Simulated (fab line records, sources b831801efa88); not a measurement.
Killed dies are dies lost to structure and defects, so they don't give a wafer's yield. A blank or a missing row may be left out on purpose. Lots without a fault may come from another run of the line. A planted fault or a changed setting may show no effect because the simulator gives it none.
fab line records | flow sky130
record lots=7 wafers=21 last_day=50
route steps=708 shown FIELD_ISO@21 NWELL@32 DNWELL@35
lots that met no fault: from a run of the same line without faults
start_h: hours from the record's first day to the start of the lot's first wafer shown | wait_h: hours since the lot's step before | " the same as in the row above | L1.1+2: a row that stands for several wafers | - no value, or no start given | * or withheld: withheld | < > ~ a bound
route shown NAME@n: a module of which the file shows steps, and the number in the route of the first | usual: mean/standard deviation of fault-free wafers | same: alike in all rows | chamber/n: place in a boat | sites: the reading at each site | _std_site: their standard deviation | _edge_site: outer sites' mean less inner sites' | radius_mm: how far each site lies from the wafer's centre | mask NAME#n: copy n | behind: the tool/chamber that last shaped the wafer | hold: why the lot was held/for how many hours/how that ended | device: the transistor (n, p or np) that didn't switch | end of line: the same wafers' tests at the end of the route | a step without rows: its recipe alone | killed: dies lost to structure and defects at the first sort, not the wafer's yield | map: a wafer's dies, x killed, . not, _ none there
set.NAME: the setting as run; set.NAME@STEP: as run at that earlier step | model.NAME: the simulator's own value behind a step, which no gauge read
lots at some steps of the route; a table a step, a row a wafer
services: from which hour (start_h, from the record's first day; less than 0 if before it) a tool's chamber was out of use, for how many hours, and why
## steps
# step SKY_FIELD_ISO_CLEAN_20
# recipe chemistry=dHF time_s=20 dilution=100:1
# step SKY_FIELD_ISO_WET_ETCH_21
# recipe chemistry=dHF dilution=100:1 target_depth_nm=20 dry=ipa_marangoni target=SiO2 temp_c=25 time_s=400
# step SKY_FIELD_ISO_OXIDATION_22
# recipe temp_c=950 ambient=O2 stabilise_s=600 purge_s=300 target_thk_a=100 ox_time_s=623
# step SKY_FIELD_ISO_THK_MEAS_23
# recipe reads=SiO2_of_FIELD_ISO_OXIDATION_22
# usual FIELD_ISO_OXIDATION_01_THK=10.07/0.19
# columns lot.wafer tool chamber start_h wait_h FIELD_ISO_OXIDATION_01_THK[nm]
L296.3 film_metro-01 - 47.83 0.0 9.99
L296.4 " - " " 9.86
L296.5 " - " " 9.82
L302.2 film_metro-02 - 77.81 0.0 10.17
L302.4 " - " " 10.27
L302.6 " - " " 10.27
L303.3 film_metro-01 - 83.61 0.0 10.31
L303.4 " - " " 10.50
L303.5 " - " " 10.49
L304.1 film_metro-03 - 87.99 0.0 9.96
L304.2 " - " " 10.04
L304.6 " - " " 10.00
L313.1 film_metro-03 - 137.55 0.0 10.11
L313.2 " - " " 10.06
L313.6 " - " " 10.13
L315.2 film_metro-01 - 149.83 0.0 10.08
L315.4 " - " " 9.80
L315.5 " - " " 10.05
L316.1 film_metro-02 - 151.51 0.0 9.96
L316.5 " - " " 10.07
L316.6 " - " " 10.04
# step SKY_FIELD_ISO_CVD_24
# recipe material=SiO2 target_thk_nm=595 temp_c=650 sigma_open_frac=0.3 time_s=99.2 sih4_flow_sccm=60 pressure_mtorr=6
# step SKY_FIELD_ISO_THK_MEAS_25
# recipe reads=SiO2_of_FIELD_ISO_CVD_24
# usual FIELD_ISO_CVD_24_THK=594/5.6
# columns lot.wafer tool chamber start_h wait_h FIELD_ISO_CVD_24_THK[nm]
L296.3 film_metro-02 - 47.96 0.1 585
L296.4 " - " " 597
L296.5 " - " " 588
L302.2 film_metro-01 - 77.95 0.0 583
L302.4 " - " " 594
L302.6 " - " " 596
L303.3 film_metro-03 - 83.74 0.1 601
L303.4 " - " " 597
L303.5 " - " " 602
L304.1 film_metro-01 - 88.12 0.0 598
L304.2 " - " " 589
L304.6 " - " " 596
L313.1 film_metro-01 - 137.69 0.0 593
L313.2 " - " " 591
L313.6 " - " " 593
L315.2 film_metro-03 - 149.96 0.0 582
L315.4 " - " " 592
L315.5 " - " " 594
L316.1 film_metro-03 - 151.64 0.0 591
L316.5 " - " " 582
L316.6 " - " " 598
# step SKY_FIELD_ISO_ANNEAL_26
# recipe temp_c=1000 time_s=1800 ambient=N2
# step SKY_FIELD_ISO_CMP_27
# recipe stop_on=Si3N4 t_overpolish_s=16 down_force_psi=4 platen_rpm=60 target_thk_nm=457.8 pad_velocity_m_s=0.94248
# usual motor_current_A=12.1/1 overpolish_run_s=16.000/0.0088 time_to_endpoint_s=119/4.1
# columns lot.wafer tool chamber start_h wait_h motor_current_A overpolish_run_s time_to_endpoint_s
L296.3 cmp-01 1 49.55 0.1 11.8 15.988 118
L296.4 " 3 " " 11.9 15.998 120
L296.5 " 1 " " 11.4 16.008 121
L302.2 cmp-01 3 79.50 0.0 12.0 16.007 109
L302.4 " 2 " " 13.1 15.994 118
L302.6 " 3 " " 11.8 15.981 116
L303.4 cmp-01 1 85.33 0.1 11.5 15.999 116
L303.3 " 3 " " 11.8 16.003 110
L303.5 " 0 " " 12.2 15.997 113
L304.2 cmp-02 1 89.73 0.1 11.8 16.001 117
L304.1 " 2 " " 11.1 15.998 120
L304.6 " 0 " " 13.7 16.017 113
L313.1 cmp-02 0 140.67 0.1 13.4 16.007 112
L313.2 " 1 " " 12.3 16.006 120
L313.6 " 3 " " 10.7 16.015 122
L315.4 cmp-02 2 152.72 0.0 11.6 16.001 114
L315.2 " 3 " " 10.9 16.004 116
L315.5 " 2 " " 11.3 16.007 115
L316.1 cmp-01 1 154.22 0.0 11.8 15.980 126
L316.5 " 1 " " 12.0 15.991 120
L316.6 " 2 " " 12.9 16.003 118
# step SKY_FIELD_ISO_WET_ETCH_28
# recipe chemistry=dHF target_depth_nm=23.7 target=SiO2 dilution=10:1 temp_c=25 time_s=47
# step SKY_FIELD_ISO_WET_ETCH_29
# recipe chemistry=H3PO4 target_depth_nm=160 target=Si3N4 temp_c=160 time_s=1825
# step SKY_FIELD_ISO_WET_ETCH_30
# recipe chemistry=dHF target_depth_nm=25 target=SiO2 dilution=10:1 temp_c=25 time_s=50
# step SKY_NWELL_CLEAN_00
# recipe chemistry=SC1/SC2 mix=1:4:20 temp_c=70 time_s=150 dry=n2_spin
# step SKY_NWELL_OXIDATION_01
# recipe temp_c=900 ambient=O2 stabilise_s=600 purge_s=300 target_thk_a=100 ox_time_s=1418
# usual ox_temp_c=900.0/0.42 ox_temp_c_max=905.2/1.4 spike_tc_lower_C=899.9/1.7 spike_tc_upper_C=900.9/1.4 zone_power_centre_pct=14.7/1.3 zone_power_top_pct=33.7/2.9
# columns lot.wafer tool chamber start_h wait_h ox_temp_c ox_temp_c_max spike_tc_lower_C spike_tc_upper_C zone_power_centre_pct zone_power_top_pct
L296.3 furnace-01 0 50.41 0.0 899.6 904.6 901.4 899.8 15.8 30.8
L296.4 " 0 " " 899.7 903.2 898.0 899.9 15.9 31.6
L296.5 " 0 " " 900.7 904.8 898.0 898.5 16.0 31.3
L302.2 furnace-01 - 81.21 0.8 - - - - - -
L302.4 " - " " - - - - - -
L302.6 " - " " - - - - - -
L303.3 furnace-02 - 86.78 0.6 - - - - - -
L303.4 " - " " - - - - - -
L303.5 " - " " - - - - - -
L304.1 furnace-01 - 91.63 1.0 - - - - - -
L304.2 " - " " - - - - - -
L304.6 " - " " - - - - - -
L313.1 furnace-01 0 144.59 3.1 900.0 904.9 900.3 899.9 15.8 31.1
L313.2 " 0 " " 900.0 904.6 896.0 900.0 15.9 30.9
L313.6 " 0 " " 899.6 903.7 899.8 898.3 15.9 31.5
L315.2 furnace-01 0 154.20 0.5 900.2 903.7 898.5 899.7 15.9 30.8
L315.4 " 0 " " 899.7 903.9 897.6 899.4 15.4 31.4
L315.5 " 0 " " 899.5 903.9 900.2 899.7 15.8 31.2
L316.1 furnace-01 0 158.53 3.4 900.1 904.9 899.3 899.0 15.7 31.1
L316.5 " 0 " " 899.1 903.1 897.5 901.7 16.1 31.5
L316.6 " 0 " " 899.7 904.1 898.4 899.9 15.8 31.0
# step SKY_DNWELL_DEHYDRATE_00
# recipe temp_c=200 time_s=60
## services
# columns tool chamber start_h hours kind
cmp-02 - 29.02 3.8 pm
cmp-01 - 64.00 4.0 pm
cmp-01 - 68.00 - consumable_replace:conditioner
cmp-01 - 68.00 - consumable_replace:pad
furnace-02 - 89.81 3.1 pm
cmp-01 - 89.87 17.0 pm
furnace-01 - 97.66 3.4 pm
cmp-02 - 108.21 0.3 repair
cmp-02 - 119.47 1.0 repair
furnace-02 - 135.44 3.2 pm
furnace-02 - 138.62 4.3 pm
cmp-01 - 147.91 1.3 repair
cmp-01 - 150.96 2.1 repair
## key
first_sign step=SKY_NWELL_OXIDATION_01 reading=tool_record direction=missing
effect none on later readings
met_at SKY_NWELL_OXIDATION_01
struck_wafers L302.2,L302.4,L302.6,L303.3,L303.4,L303.5,L304.1,L304.2,L304.6
later_rows_left_out L302.2,L302.4,L302.6,L303.3,L303.4,L303.5,L304.1,L304.2,L304.6
sort_left_out L302.2,L302.4,L302.6,L303.3,L303.4,L303.5,L304.1,L304.2,L304.6
tester_left_out L302,L303,L304
onset_between 50.41 81.21
fault kind=skipped_step_whole tool=furnace-01,furnace-02 chamber=- onset_h=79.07 steps=SKY_NWELL_OXIDATION_01 scope=struck_lots_only
# tester_left_out: of these lots the tester's yield and bins aren't shown, on N5 and GAA mostly nor the transistor test; their killed dies are dies lost to structure and defects alone, not to doping, threshold or leakage, so they don't give the yield
# sort_left_out: the simulated sort isn't trusted on such a fault, so these wafers' sort isn't shown, and their yield isn't known
# later_rows_left_out: the simulator's readings of these wafers behind a module that went badly wrong aren't trusted and aren't shown, but for the sort
